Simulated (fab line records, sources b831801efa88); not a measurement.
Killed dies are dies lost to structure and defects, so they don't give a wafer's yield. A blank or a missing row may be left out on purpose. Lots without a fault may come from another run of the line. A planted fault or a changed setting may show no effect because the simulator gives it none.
Which tool did it? | flow sky130 | 6 lots, 18 wafers sampled, at 3 steps of a route of 708

WHAT THE GAUGES READ, wafer by wafer
SKY_METAL5_THK_MEAS_06: measures by xrf.
lot  | measured     | on            | METAL5_ALCU_THK (nm)
L949 | day 43 13:02 | film_metro-04 | 1137 1152 1145
L960 | day 45 20:58 | film_metro-02 | 1127 1140 1124
L965 | day 47 03:11 | film_metro-02 | 1161 1172 1167
L967 | day 47 11:02 | film_metro-02 | 1166 1155 1137
L969 | day 48 14:20 | film_metro-02 | 1141 1149 1145
L970 | day 48 15:19 | film_metro-03 | 1136 1138 1140

WHICH TOOL RAN EACH LOT (tool, then ch and the chambers of the sampled wafers, then the start)
lot  | SKY_LI_CONTACT_ETCH_14             | SKY_METAL5_SPUTTER_03
L949 | rie_diel-01 ch 0,1,2, day 30 04:08 | pvd_sputter-03, day 43 12:50
L960 | rie_diel-02 ch 0,3, day 32 19:47   | pvd_sputter-03, day 45 20:47
L965 | rie_diel-01 ch 0,2,3, day 34 11:26 | pvd_sputter-02, day 47 02:59
L967 | rie_diel-04 ch 1,2,3, day 34 23:53 | pvd_sputter-03, day 47 10:50
L969 | rie_diel-02 ch 0,1,3, day 36 09:47 | pvd_sputter-03, day 48 14:08
L970 | rie_diel-04 ch 0,1,3, day 36 13:11 | pvd_sputter-02, day 48 15:07
- SKY_LI_CONTACT_ETCH_14: etches BARC in N2/H2, stops on SiO2, time 45.9 s, target depth 60 nm.
- SKY_METAL5_SPUTTER_03: material Ti, target thk 5 nm, time 3.3 s.

THE ANSWER, worked out from the rows above alone
Rule: what is usual is taken from the lots themselves. Put in order of their means at a reading, lots are off if they are a third of the lots or fewer, leave a main group of 4 or more, and stand apart from it by a gap of 3 or more times the standard deviation of the main group's means; of several such gaps the widest counts. A main group whose means are all the same, to the digits that the tables above print for the reading, isn't used. A lot without any number at a reading at which 4 lots or more have one is off too. The other lots that the step has rows for count as sound.
No lot is off at any reading shown: from this, nothing can be told.

WHAT THE SIMULATOR HAD PUT IN
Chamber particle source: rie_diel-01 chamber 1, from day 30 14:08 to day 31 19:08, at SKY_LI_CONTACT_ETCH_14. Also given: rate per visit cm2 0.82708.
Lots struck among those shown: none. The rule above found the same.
